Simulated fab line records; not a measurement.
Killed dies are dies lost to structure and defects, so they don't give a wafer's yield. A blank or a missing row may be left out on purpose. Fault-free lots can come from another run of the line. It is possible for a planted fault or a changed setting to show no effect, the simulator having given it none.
fab line records	flow sfq-line
record: lots: 7	wafers: 18	last-day: 82
route steps=325 shown M7@285 I7@296
lots that met no fault: from a run of the same line without faults
start-h: hours from the record's first day to the start of the lot's first wafer shown	wait-h: hours from the lot's prior step to this one	" as in the row above	L1.1+2: a row that stands for several wafers	- no value, or no start was given	* or withheld: withheld	< > ~ a bound
route shown NAME@n: NAME is a module with steps in the file, n the number in the route of the first one	usual: mean and standard deviation over wafers with no fault	same: alike in all rows	chamber/n: place in a boat	sites: each site's reading	_std_site: standard deviation of those values	_edge_site: outer sites' mean less inner sites'	radius-mm: how far each site lies from the wafer's centre	mask NAME#n: copy n	behind: the most recent tool/chamber to have shaped the wafer	hold: reason for holding the lot/hours on hold/outcome of the hold	device: names the non-switching transistor (n, p or np)	end of line: the route-end tests of the same wafers	where a step has no rows: the recipe by itself	killed: dies that structure and defects cost at the first sort, which is not the same as the wafer's yield	map: a wafer's dies, x killed, . not, _ none there
set.NAME: the setting the step ran with; set.NAME@STEP: the setting that earlier step ran with	model.NAME: the simulator's own value behind a step, which no gauge read
lots at some steps of the route; a table a step, a row a wafer
services: a tool's chamber out of use, with start hour (start-h, from the record's first day; less than 0 if before it), hours out, and reason
== steps ==
step: SFQ_TRILAYER_M7_LITHO_COAT_182
recipe: resist: BARC	spin-rpm: 3000	resist-thk-nm: 62
step: SFQ_TRILAYER_M7_LITHO_COAT_177
recipe: resist: KrF	spin-rpm: 3000	resist-thk-nm: 600
step: SFQ_TRILAYER_M7_LITHO_SOFTBAKE_181
recipe: temp-c: withheld	time-s: withheld	resist: KrF
step: SFQ_TRILAYER_M7_LITHO_EXPOSE_178
recipe: mask-id: M7	na: 0.6	source-shape: conventional	sigma-outer: 0.65	target-cd-nm: 500	dose-mj: 14.4
step: SFQ_TRILAYER_M7_LITHO_PEB_180
recipe: peb-temp-c: 115	peb-time-s: 60	resist: KrF
step: SFQ_TRILAYER_M7_LITHO_DEVELOP_179
recipe: time-s: 60	resist: KrF
step: SFQ_M7_OVL_MEAS_945
usual: M7_OVL: 2/5.1
lot.wafer	tool	chamber	start-h	wait-h	M7_OVL[nm]
L811.1	overlay-02	-	1645.35	0.1	4
L811.3	"	-	"	"	-3
L811.4	"	-	"	"	-1
L813.4	overlay-02	-	1654.96	0.1	1
L813.5	"	-	"	"	-3
L813.6	"	-	"	"	1
L816.2	overlay-01	-	1726.84	0.1	0
L816.4	"	-	"	"	-3
L816.5	"	-	"	"	-5
L821.1	overlay-02	-	1757.34	0.1	-5
L821.4	"	-	"	"	4
L821.5	"	-	"	"	1
L827.1	overlay-02	-	1862.98	0.1	3
L827.4	"	-	"	"	1
L828.1	overlay-01	-	1888.19	0.1	5
L828.2	"	-	"	"	16
L830.1	overlay-02	-	1894.07	0.1	2
L830.4	"	-	"	"	9
step: SFQ_TRILAYER_M7_BARC_OPEN_METAL_ETCH_229
recipe: mask-material: PR	chemistry: O2	target-depth-nm: 125	target: BARC	icp-w: 600	bias-w: 80	pressure-mtorr: 10	time-s: 41.7
usual: drypump-motor-current-A: 5.9/0.53	oes-product-au: 0.685/0.0048
lot.wafer	tool	chamber	start-h	wait-h	drypump-motor-current-A	oes-product-au	rf-hours-counter-h
L811.1	rie-metal-03	1	1645.38	0.0	5.0	0.684	14
L811.3	"	1	"	"	5.0	0.686	-
L811.4	"	0	"	"	6.0	0.678	-
L813.4	rie-metal-02	1	1655.00	0.0	6.0	0.691	-
L813.5	"	0	"	"	6.6	0.690	-
L813.6	"	1	"	"	6.0	0.682	-
L816.2	rie-metal-03	1	1726.87	0.0	5.0	0.678	25
L816.4	"	0	"	"	5.9	0.676	-
L816.5	"	1	"	"	5.0	0.683	-
L821.1	rie-metal-03	0	1757.37	0.0	5.9	0.681	93
L821.4	"	0	"	"	5.9	0.687	-
L821.5	"	0	"	"	6.0	0.683	-
L827.1	rie-metal-02	0	1863.02	0.0	6.6	0.682	48
L827.4	"	1	"	"	5.9	0.690	-
L828.1	rie-metal-04	1	1888.23	0.0	5.3	0.686	103
L828.2	"	0	"	"	6.2	0.686	93
L830.1	rie-metal-02	1	1894.10	0.0	5.9	0.684	103
L830.4	"	1	"	"	5.9	0.683	-
step: SFQ_TRILAYER_M7_ETCH_METAL_ETCH_180
recipe: target: Nb	stop-on: SiO2	mask-material: PR	chemistry: Cl2/Ar	target-depth-nm: 240	icp-w: 600	bias-w: 80	pressure-mtorr: 10	time-s: 120
step: SFQ_TRILAYER_M7_STRIP_STRIP_181
recipe: gas: O2	power-w: 200	platen-temp-c: 40	overash-fraction: 0.65	chemistry: O2	pressure-mtorr: 50
usual: drypump-motor-current-A: 5.9/0.53	oes-product-au: 0.998/0.0097
same: overash-fraction: 0.65
lot.wafer	tool	chamber	start-h	wait-h	drypump-motor-current-A	oes-product-au	rf-hours-counter-h
L811.1	rie-metal-03	1	1645.57	0.1	5.0	0.991	14
L811.3	"	1	"	"	5.0	1.012	-
L811.4	"	0	"	"	6.0	1.008	-
L813.4	rie-metal-02	1	1655.37	0.2	6.0	0.999	-
L813.5	"	0	"	"	6.6	1.000	-
L813.6	"	1	"	"	6.0	0.991	-
L816.2	rie-metal-03	1	1727.06	0.1	5.0	0.992	25
L816.4	"	0	"	"	6.0	0.995	-
L816.5	"	1	"	"	5.0	0.994	-
L821.1	rie-metal-03	0	1757.56	0.1	6.0	1.013	93
L821.4	"	0	"	"	6.0	1.007	-
L821.5	"	0	"	"	6.0	1.006	-
L827.1	rie-metal-02	0	1863.20	0.1	6.6	0.986	48
L827.4	"	1	"	"	5.9	0.984	-
L828.1	rie-metal-04	1	1888.41	0.1	5.3	1.013	103
L828.2	"	0	"	"	6.2	0.988	93
L830.1	rie-metal-02	1	1894.29	0.1	5.9	0.991	103
L830.4	"	1	"	"	5.9	1.003	-
step: SFQ_TRILAYER_M7_STRIP_SOLV_CLEAN_182
recipe: chemistry: NMP	temp-c: 70	time-s: 600
step: SFQ_TRILAYER_I7_DEP_PECVD_183
recipe: material: SiO2	temp-c: 150	time-s: 111.11	pressure-torr: 2.4	rf-w: 183.3	precursor: SiH4/N2O	target-thk-nm: 500
usual: heater-power-outer-w: 30/8	heater-power-w: 81/14	throttle-valve-pct: 24.8/1.5
lot.wafer	tool	chamber	start-h	wait-h	heater-power-outer-w	heater-power-w	throttle-valve-pct
L811.1	pecvd-01	0	1646.34	0.0	35	100	25.9
L811.3	"	2	"	"	18	58	26.6
L811.4	"	0	"	"	39	111	25.9
L813.4	pecvd-03	0	1655.98	0.0	33	86	25.3
L813.5	"	2	"	"	23	77	26.6
L813.6	"	1	"	"	23	72	22.9
L816.2	pecvd-01	1	1727.83	0.0	38	88	24.4
L816.4	"	2	"	"	14	53	26.9
L816.5	"	1	"	"	40	87	24.4
L821.1	pecvd-04	2	1758.33	0.0	26	77	24.0
L821.4	"	2	"	"	28	78	23.8
L821.5	"	1	"	"	35	84	22.7
L827.1	pecvd-04	1	1863.98	0.0	35	81	23.1
L827.4	"	0	"	"	28	73	24.3
L828.1	pecvd-01	0	1889.19	0.0	40	110	25.9
L828.2	"	2	"	"	12	50	26.4
L830.1	pecvd-04	0	1895.06	0.0	27	74	24.6
L830.4	"	2	"	"	27	78	24.2
step: SFQ_TRILAYER_I7_CMP_CMP_184
recipe: material: SiO2	down-force-psi: 3	platen-rpm: 60	pad-velocity-m-s: 0.94248
usual: head-pressure-psi: 3.002/0.0068	motor-current-A: 10.6/0.57	time-to-endpoint-s: 213/5.9
lot.wafer	tool	chamber	start-h	wait-h	head-pressure-psi	motor-current-A	time-to-endpoint-s	model.SiO2_of_TRILAYER_I7_DEP_PECVD_183.thk-nm
L811.3	cmp-02	1	1658.90	12.5	3.009	10.2	212	200.4
L811.1	"	2	"	"	3.014	11.5	211	200
L811.4	"	0	1660.40	14.0	2.995	10.7	213	200.3
L813.4	cmp-01	2	1671.45	15.4	2.998	10.5	223	200.3
L813.5	"	2	1673.45	17.4	2.994	10.8	217	200.2
L813.6	"	3	"	"	2.994	11.3	213	199.2
L816.2	cmp-02	3	1728.91	1.0	2.996	11.0	203	200.5
L816.4	"	0	"	"	3.000	10.2	208	200.5
L816.5	"	1	"	"	3.016	9.8	215	201.7
L821.1	cmp-02	2	1759.41	1.0	3.008	12.4	209	199.7
L821.4	"	3	"	"	2.994	11.1	212	199.3
L821.5	"	1	1760.91	2.5	3.005	10.2	219	199.1
L827.1	cmp-01	0	1864.06	0.0	3.013	11.2	199	219.6
L827.4	"	2	1865.06	1.0	3.011	10.3	199	220
L828.1	cmp-01	1	1889.27	0.0	2.997	10.4	199	220.2
L828.2	"	0	1890.77	1.5	3.006	10.5	200	201
L830.1	cmp-01	2	1895.14	0.0	3.003	10.8	201	219.3
L830.4	"	3	"	"	3.005	10.8	203	218.1
step: SFQ_I7_BOW_MEAS_946
recipe: mode: bow
usual: I7_BOW: 6/10
lot.wafer	tool	chamber	start-h	wait-h	I7_BOW[um]
L811.1	film-metro-02	-	1661.90	2.0	9
L811.3	"	-	"	"	14
L811.4	"	-	"	"	8
L813.4	film-metro-01	-	1674.51	2.6	-3
L813.5	"	-	"	"	-1
L813.6	"	-	"	"	3
L816.2	film-metro-03	-	1730.93	1.5	9
L816.4	"	-	"	"	17
L816.5	"	-	"	"	21
L821.1	film-metro-03	-	1761.41	1.5	4
L821.4	"	-	"	"	10
L821.5	"	-	"	"	5
L827.1	film-metro-01	-	1867.06	2.5	32
L827.4	"	-	"	"	18
L828.1	film-metro-03	-	1892.27	2.5	-6
L828.2	"	-	"	"	13
L830.1	film-metro-03	-	1898.14	2.5	24
L830.4	"	-	"	"	42
step: SFQ_TRILAYER_I7_METRO_MEASURE_185
usual: thk-nm: 199.9/0.87
lot.wafer	tool	chamber	start-h	wait-h	thk-nm
L811.1	film-metro-02	-	1662.02	0.1	200.1
L811.3	"	-	"	"	200.4
L811.4	"	-	"	"	200.4
L813.4	film-metro-01	-	1675.17	0.6	200.4
L813.5	"	-	"	"	200.3
L813.6	"	-	"	"	199.3
L816.2	film-metro-03	-	1731.23	0.3	200.5
L816.4	"	-	"	"	200.7
L816.5	"	-	"	"	201.7
L821.1	film-metro-03	-	1761.53	0.1	199.7
L821.4	"	-	"	"	199.4
L821.5	"	-	"	"	199.2
L827.1	film-metro-01	-	1867.18	0.1	219.5
L827.4	"	-	"	"	219.8
L828.1	film-metro-03	-	1892.39	0.1	220.1
L828.2	"	-	"	"	201.0
L830.1	film-metro-03	-	1898.26	0.1	219.4
L830.4	"	-	"	"	218.0
step: SFQ_TRILAYER_I7_VIA_LITHO_COAT_192
recipe: resist: BARC	spin-rpm: 3000	resist-thk-nm: 62
step: SFQ_TRILAYER_I7_VIA_LITHO_COAT_187
recipe: resist: KrF	spin-rpm: 3000	resist-thk-nm: 650
step: SFQ_TRILAYER_I7_VIA_LITHO_SOFTBAKE_191
recipe: temp-c: withheld	time-s: withheld	resist: KrF
step: SFQ_TRILAYER_I7_VIA_LITHO_EXPOSE_188
recipe: mask-id: I7	na: 0.6	source-shape: conventional	sigma-outer: 0.65	target-cd-nm: 1000	dose-mj: 21.3
step: SFQ_TRILAYER_I7_VIA_LITHO_PEB_190
recipe: peb-temp-c: 115	peb-time-s: 60	resist: KrF
step: SFQ_TRILAYER_I7_VIA_LITHO_DEVELOP_189
recipe: time-s: 60	resist: KrF
step: SFQ_I7_OVL_MEAS_947
usual: I7_OVL: 3/6.2
lot.wafer	tool	chamber	start-h	wait-h	I7_OVL[nm]
L811.1	overlay-02	-	1683.75	0.1	7
L811.3	"	-	"	"	5
L811.4	"	-	"	"	6
L813.4	overlay-02	-	1694.36	0.1	3
L813.5	"	-	"	"	-4
L813.6	"	-	"	"	2
L816.2	overlay-01	-	1734.49	0.1	-2
L816.4	"	-	"	"	6
L816.5	"	-	"	"	-10
L821.1	overlay-02	-	1818.76	0.1	0
L821.4	"	-	"	"	3
L821.5	"	-	"	"	-2
L827.1	overlay-01	-	1870.75	0.1	-4
L827.4	"	-	"	"	-7
L828.1	overlay-02	-	1897.07	0.1	5
L828.2	"	-	"	"	3
L830.1	overlay-02	-	1906.67	0.1	3
L830.4	"	-	"	"	7
step: SFQ_TRILAYER_I7_VIA_BARC_OPEN_VIA_ETCH_260
recipe: mask-material: PR	chemistry: O2	target-depth-nm: 125	target: BARC	source-w: 500	bias-w: 80	pressure-mtorr: 30	time-s: 41.7
usual: drypump-motor-current-A: 5.6/0.46	oes-product-au: 0.685/0.0048
lot.wafer	tool	chamber	start-h	wait-h	drypump-motor-current-A	oes-product-au	rf-hours-counter-h
L811.1	rie-diel-03	1	1683.78	0.0	5.6	0.687	14
L811.3	"	2	"	"	5.4	0.680	13
L811.4	"	3	"	"	5.8	0.686	5
L813.4	rie-diel-02	3	1694.38	0.0	5.3	0.689	10
L813.5	"	1	"	"	5.1	0.689	-
L813.6	"	2	"	"	5.6	0.682	-
L816.2	rie-diel-03	1	1734.52	0.0	5.6	0.678	14
L816.4	"	0	"	"	6.3	0.688	13
L816.5	"	0	"	"	6.3	0.692	-
L821.1	rie-diel-04	2	1818.80	0.0	5.5	0.697	3
L821.4	"	3	"	"	5.6	0.688	7
L821.5	"	2	"	"	5.5	0.690	-
L827.1	rie-diel-04	1	1870.79	0.0	4.8	0.683	5
L827.4	"	0	"	"	6.1	0.686	13
L828.1	rie-diel-02	0	1897.10	0.0	6.3	0.680	18
L828.2	"	2	"	"	5.6	0.680	10
L830.1	rie-diel-03	3	1906.70	0.0	5.8	0.691	8
L830.4	"	0	"	"	6.3	0.685	16
step: SFQ_TRILAYER_I7_VIA_ETCH_VIA_ETCH_190
recipe: target: SiO2	stop-on: Nb	mask-material: PR	taper-deg: 20	chemistry: CHF3	target-depth-nm: 260	source-w: 500	bias-w: 80	pressure-mtorr: 30	time-s: withheld
usual: drypump-motor-current-A: 5.6/0.45	oes-product-au: 0.854/0.0049
lot.wafer	tool	chamber	start-h	wait-h	drypump-motor-current-A	oes-product-au	model.etch.depth-nm	model.I7.feature-depth-nm
L811.1	rie-diel-03	1	1683.82	0.0	5.6	0.860	200	200
L811.3	"	2	"	"	5.4	0.848	200.4	200.4
L811.4	"	3	"	"	5.7	0.851	200.3	200.3
L813.4	rie-diel-02	3	1694.42	0.0	5.3	0.855	200.3	200.3
L813.5	"	1	"	"	5.1	0.852	200.2	200.2
L813.6	"	2	"	"	5.6	0.856	199.2	199.2
L816.2	rie-diel-03	1	1734.56	0.0	5.5	0.857	200.5	200.5
L816.4	"	0	"	"	6.3	0.859	200.5	200.5
L816.5	"	0	"	"	6.3	0.853	201.7	201.7
L821.1	rie-diel-04	2	1818.84	0.0	5.5	0.852	199.7	199.7
L821.4	"	3	"	"	5.6	0.862	199.3	199.3
L821.5	"	2	"	"	5.6	0.849	199.1	199.1
L827.1	rie-diel-04	1	1870.83	0.0	4.8	0.903	219.6	219.6
L827.4	"	0	"	"	6.2	0.908	220	220
L828.1	rie-diel-02	0	1897.14	0.0	6.3	0.918	220.2	220.2
L828.2	"	2	"	"	5.6	0.857	201	201
L830.1	rie-diel-03	3	1906.74	0.0	5.7	0.902	219.3	219.3
L830.4	"	0	"	"	6.3	0.897	218.1	218
step: SFQ_TRILAYER_I7_VIA_STRIP_STRIP_191
recipe: gas: O2	power-w: 200	platen-temp-c: 40	overash-fraction: 0.65	chemistry: O2	pressure-mtorr: 50
usual: drypump-motor-current-A: 5.7/0.51	oes-product-au: 0.997/0.0082
same: overash-fraction: 0.65
lot.wafer	tool	chamber	start-h	wait-h	drypump-motor-current-A	oes-product-au	rf-hours-counter-h
L811.1	rie-metal-01	1	1683.94	-	5.7	1.005	89
L811.3	"	1	"	"	5.7	1.001	-
L811.4	"	0	"	"	5.3	0.990	-
L813.4	rie-metal-01	1	1694.74	-	5.7	0.999	-
L813.5	"	0	"	"	5.3	0.984	-
L813.6	"	1	"	"	5.7	0.996	-
L816.2	rie-metal-03	1	1734.67	-	5.0	1.004	26
L816.4	"	0	"	"	5.9	1.010	-
L816.5	"	1	"	"	5.0	1.001	-
L821.1	rie-metal-01	1	1818.95	-	5.7	1.014	112
L821.4	"	1	"	"	5.7	1.009	-
L821.5	"	0	"	"	5.3	1.012	-
L827.1	rie-metal-02	0	1870.94	-	6.6	0.992	49
L827.4	"	1	"	"	5.9	0.989	-
L828.1	rie-metal-02	0	1897.26	-	6.6	0.992	52
L828.2	"	1	"	"	5.9	0.994	103
L830.1	rie-metal-02	1	1906.86	-	5.9	0.992	105
L830.4	"	0	"	"	6.6	0.988	-
== services ==
tool	chamber	start-h	hours	kind
film-metro-03	-	1636.50	0.4	pm
rie-diel-02	-	1637.06	2.8	pm
rie-diel-03	2	1646.57	6.0	repair
rie-diel-02	3	1659.84	3.4	repair
film-metro-03	-	1668.40	7.2	pm
rie-diel-04	3	1673.78	20.3	repair
rie-metal-02	1	1685.65	4.7	repair
film-metro-03	-	1689.42	0.7	pm
rie-diel-04	2	1692.74	8.1	repair
rie-diel-02	3	1716.63	39.4	repair
rie-diel-03	0	1720.60	5.3	repair
rie-diel-03	2	1721.16	3.1	repair
film-metro-03	-	1733.93	1.0	pm
rie-diel-03	-	1740.01	14.6	pm
film-metro-03	-	1787.06	17.6	pm
rie-diel-04	0	1802.91	2.8	repair
rie-diel-02	-	1810.16	0.1	repair
rie-diel-02	1	1835.50	2.8	repair
rie-diel-04	0	1840.31	13.9	repair
film-metro-03	-	1843.41	13.4	repair
rie-diel-04	0	1856.10	8.6	repair
rie-diel-02	3	1860.08	5.5	repair
rie-diel-03	2	1881.05	12.3	repair
rie-diel-03	-	1885.72	2.5	repair
== key ==
first-sign: step: SFQ_TRILAYER_I7_CMP_CMP_184	reading: time-to-endpoint-s	direction: down	sigmas: 2.2	usual: *	struck: *
effect: step: SFQ_TRILAYER_I7_METRO_MEASURE_185	reading: thk-nm	direction: up	sigmas: 22	usual: 199.9	struck: 219.4
effect: step: SFQ_TRILAYER_I7_VIA_ETCH_VIA_ETCH_190	reading: oes-product-au	direction: up	sigmas: 10	usual: 0.854	struck: 0.906
model-effect: step: SFQ_TRILAYER_I7_CMP_CMP_184	value: SiO2_of_TRILAYER_I7_DEP_PECVD_183.thk-nm	without: 199.4	struck: 219.4
model-effect: step: SFQ_TRILAYER_I7_VIA_ETCH_VIA_ETCH_190	value: etch.depth-nm	without: 199.4	struck: 219.4
met-at SFQ_TRILAYER_I7_CMP_CMP_184
struck-wafers L827.1,L827.4,L828.1,L830.1,L830.4
onset-between 1671.45 1864.06
fault: kind: process-parameter-drift	tool: cmp-01	chamber: -	onset-h: 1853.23	steps: SFQ_TRILAYER_I7_CMP_CMP_184	channel: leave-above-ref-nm	offset: 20	shape: step	end-h: 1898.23	scope: struck-wafers-only	acts-in: these-recipes-only	stated: 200
